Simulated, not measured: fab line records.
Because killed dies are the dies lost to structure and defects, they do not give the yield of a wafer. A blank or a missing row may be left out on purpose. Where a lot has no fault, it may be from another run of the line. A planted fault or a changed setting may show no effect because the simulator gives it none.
Chamber matching | flow sfq-line | SFQ_TRILAYER_I4_CMP_CMP_100 on cmp-02 has 4 sister chambers
The step polishes SiO2. 8 wafers are shown with their chamber, then 11 later ones without.

WAFERS PAIRED WITH THEIR CHAMBERS
wafer  | chamber | motor-current-A (A) | time-to-endpoint-s (s)
L916.2 | 1       | 9.8                 | 226
L916.4 | 3       | 9.9                 | 214
L921.4 | 3       | 10.4                | 219
L921.5 | 0       | 10.7                | 231
L922.3 | 2       | 11.9                | 226
L922.2 | 1       | 10.9                | 228
L922.6 | 2       | 11.3                | 227
L925.2 | 0       | 10.7                | 222

WAFERS WITHOUT THEIR CHAMBER
wafer  | motor-current-A (A) | time-to-endpoint-s (s)
L925.1 | 11.1                | 202
L925.6 | 11.0                | 222
L927.4 | 11.4                | 224
L927.2 | 10.9                | 213
L927.6 | 10.1                | 225
L928.2 | 10.8                | 204
L928.3 | 10.6                | 214
L928.1 | 11.5                | 205
L929.3 | 12.1                | 223
L929.4 | 10.0                | 220
L929.6 | 10.8                | 217

CHAMBER TAKEN BY EACH
wafer  | from the rows above               | in truth
L925.1 | 3                                 | 3
L925.6 | can't be placed: 0 or 2 or 1 or 3 | 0
L927.4 | can't be placed: 2 or 0 or 1      | 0
L927.2 | can't be placed: 3 or 0           | 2
L927.6 | can't be placed: 1 or 0 or 3      | 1
L928.2 | 3                                 | 3
L928.3 | 3                                 | 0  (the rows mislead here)
L928.1 | can't be placed: 3 or 2 or 0      | 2
L929.3 | can't be placed: 2 or 0           | 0
L929.4 | can't be placed: 3 or 1 or 0      | 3
L929.6 | can't be placed: 3 or 0 or 1 or 2 | 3
Correctly placed: 2 of 11. Cannot be placed on the basis of these rows: 8; the candidates contain the true chamber in 7. Placed wrongly: 1.
How it was worked out, from the rows above alone: a wafer's distance from a chamber is the root of the sum, over the readings, of the square of ((its reading less the chamber's mean) divided by the reading's scatter). If the next closest chamber is less than 2 further off than the closest, the wafer can't be placed; otherwise it belongs to the closest. For every chamber, the mean is computed from those of its wafers that are shown. The scatter: the root of (the sum of the squares of (reading less its chamber's mean) over the shown wafers, divided by (wafers less chambers)).
